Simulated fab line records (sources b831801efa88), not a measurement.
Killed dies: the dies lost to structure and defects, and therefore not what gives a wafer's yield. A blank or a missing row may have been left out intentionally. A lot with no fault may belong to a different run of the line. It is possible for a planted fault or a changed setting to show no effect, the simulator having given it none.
Check of tool commonality :: flow sky130 :: 11 lots and 33 wafers in the sample

## THE REASON FOR OPENING IT
SKY_POLY_GATE_THK_MEAS_21, reading POLY_GATE_OXIDATION_THK: flagged on 2 of 11 lots. Wafers without a fault read 4.02 nm, standard deviation 0.083.
Rule: flag the lot when none of its wafers has a number, or when each of its wafers that has one lies beyond 4 standard deviations from that mean. The other lots count as sound.

lot: L956
measured: day 16 20:07
on: film-metro-01
POLY_GATE_OXIDATION_THK (nm), wafer by wafer: 4.04 4.08 3.99
flag: 

lot: L960
measured: day 17 06:32
on: film-metro-03
POLY_GATE_OXIDATION_THK (nm), wafer by wafer: 3.98 3.94 3.99
flag: 

lot: L959
measured: day 17 08:25
on: film-metro-01
POLY_GATE_OXIDATION_THK (nm), wafer by wafer: 4.07 4.02 4.16
flag: 

lot: L962
measured: day 18 06:19
on: film-metro-01
POLY_GATE_OXIDATION_THK (nm), wafer by wafer: 3.99 3.98 3.94
flag: 

lot: L965
measured: day 19 10:04
on: film-metro-01
POLY_GATE_OXIDATION_THK (nm), wafer by wafer: 3.89 3.92 3.99
flag: 

lot: L966
measured: day 19 19:31
on: film-metro-02
POLY_GATE_OXIDATION_THK (nm), wafer by wafer: 3.91 4.00 3.94
flag: 

lot: L970
measured: day 21 14:05
on: film-metro-01
POLY_GATE_OXIDATION_THK (nm), wafer by wafer: 3.03 2.98 3.06
flag: FLAGGED

lot: L971
measured: day 21 20:49
on: film-metro-01
POLY_GATE_OXIDATION_THK (nm), wafer by wafer: 3.07 3.07 2.96
flag: FLAGGED

lot: L977
measured: day 23 19:34
on: film-metro-01
POLY_GATE_OXIDATION_THK (nm), wafer by wafer: 3.87 3.89 3.93
flag: 

lot: L978
measured: day 24 08:16
on: film-metro-01
POLY_GATE_OXIDATION_THK (nm), wafer by wafer: 4.00 3.90 3.93
flag: 

lot: L979
measured: day 25 04:04
on: film-metro-01
POLY_GATE_OXIDATION_THK (nm), wafer by wafer: 4.02 3.89 3.95
flag: 
The numbers of the flagged lots are 3.03 nm on average: -0.99 nm against the usual, or -12 standard deviations.

## TOOL THAT RAN EACH LOT
The record holds 1 process step before the reading, out of a route of 708 steps. Each cell gives the tool, then ch followed by the chambers the sampled wafers passed through, then the start.
lot: L956
flag: 
SKY_POLY_GATE_OXIDATION_20: furnace-02 ch 0, day 16 18:52

lot: L960
flag: 
SKY_POLY_GATE_OXIDATION_20: furnace-02 ch 0, day 17 05:16

lot: L959
flag: 
SKY_POLY_GATE_OXIDATION_20: furnace-01 ch 0, day 17 07:09

lot: L962
flag: 
SKY_POLY_GATE_OXIDATION_20: furnace-02 ch 0, day 18 05:04

lot: L965
flag: 
SKY_POLY_GATE_OXIDATION_20: furnace-01 ch 0, day 19 08:49

lot: L966
flag: 
SKY_POLY_GATE_OXIDATION_20: furnace-01 ch 0, day 19 18:16

lot: L970
flag: FLAGGED
SKY_POLY_GATE_OXIDATION_20: furnace-02 ch 0, day 21 12:49

lot: L971
flag: FLAGGED
SKY_POLY_GATE_OXIDATION_20: furnace-02 ch 0, day 21 19:34

lot: L977
flag: 
SKY_POLY_GATE_OXIDATION_20: furnace-01 ch 0, day 23 18:19

lot: L978
flag: 
SKY_POLY_GATE_OXIDATION_20: furnace-02 ch 0, day 24 07:01

lot: L979
flag: 
SKY_POLY_GATE_OXIDATION_20: furnace-01 ch 0, day 25 02:48
What these steps do:
- SKY_POLY_GATE_OXIDATION_20: stabilise 600 s, purge 300 s, target thk 4 nm.
- SKY_POLY_GATE_THK_MEAS_21

## FLAGGED AGAINST TOTAL, ONE TOOL AT A TIME (gauges that did the reading follow at the end)
step: SKY_POLY_GATE_OXIDATION_20
tool: furnace-01
lots run: 5
flagged: 0
share of the flagged lots: none
sound lots run after its first flagged lot: -

step: SKY_POLY_GATE_OXIDATION_20
tool: furnace-02
lots run: 6
flagged: 2
share of the flagged lots: all
sound lots run after its first flagged lot: 1 (L978)

step: SKY_POLY_GATE_THK_MEAS_21
tool: film-metro-01
lots run: 9
flagged: 2
share of the flagged lots: all
sound lots run after its first flagged lot: 3 (L977,L978,L979)

step: SKY_POLY_GATE_THK_MEAS_21
tool: film-metro-02
lots run: 1
flagged: 0
share of the flagged lots: none
sound lots run after its first flagged lot: -

step: SKY_POLY_GATE_THK_MEAS_21
tool: film-metro-03
lots run: 1
flagged: 0
share of the flagged lots: none
sound lots run after its first flagged lot: -

## WHAT THE TABLE ALLOWS
Rows of the table that ran all the flagged lots, 2 in number: furnace-02 at SKY_POLY_GATE_OXIDATION_20; film-metro-01 at SKY_POLY_GATE_THK_MEAS_21.
- furnace-02 at SKY_POLY_GATE_OXIDATION_20: 2 of its 6 lots flagged. After the first flagged lot (L978), sound lots still ran on it; a lasting fault on the whole tool would not permit that. Its own readings lie more than 4 standard deviations out on every wafer of the flagged lots: spike-tc-bottom-C, spike-tc-centre-C, spike-tc-lower-C, spike-tc-top-C, spike-tc-upper-C, tube-center-temp-C, tube_center_temp_C_max.
- film-metro-01 at SKY_POLY_GATE_THK_MEAS_21: 2 of its 9 lots flagged. After the first flagged lot (L977, L978, L979), sound lots still ran on it; a lasting fault on the whole tool would not permit that.
Not one row of the table ran every flagged lot while running no sound lot after the first.

## WHAT THE SIMULATOR HAD INSERTED
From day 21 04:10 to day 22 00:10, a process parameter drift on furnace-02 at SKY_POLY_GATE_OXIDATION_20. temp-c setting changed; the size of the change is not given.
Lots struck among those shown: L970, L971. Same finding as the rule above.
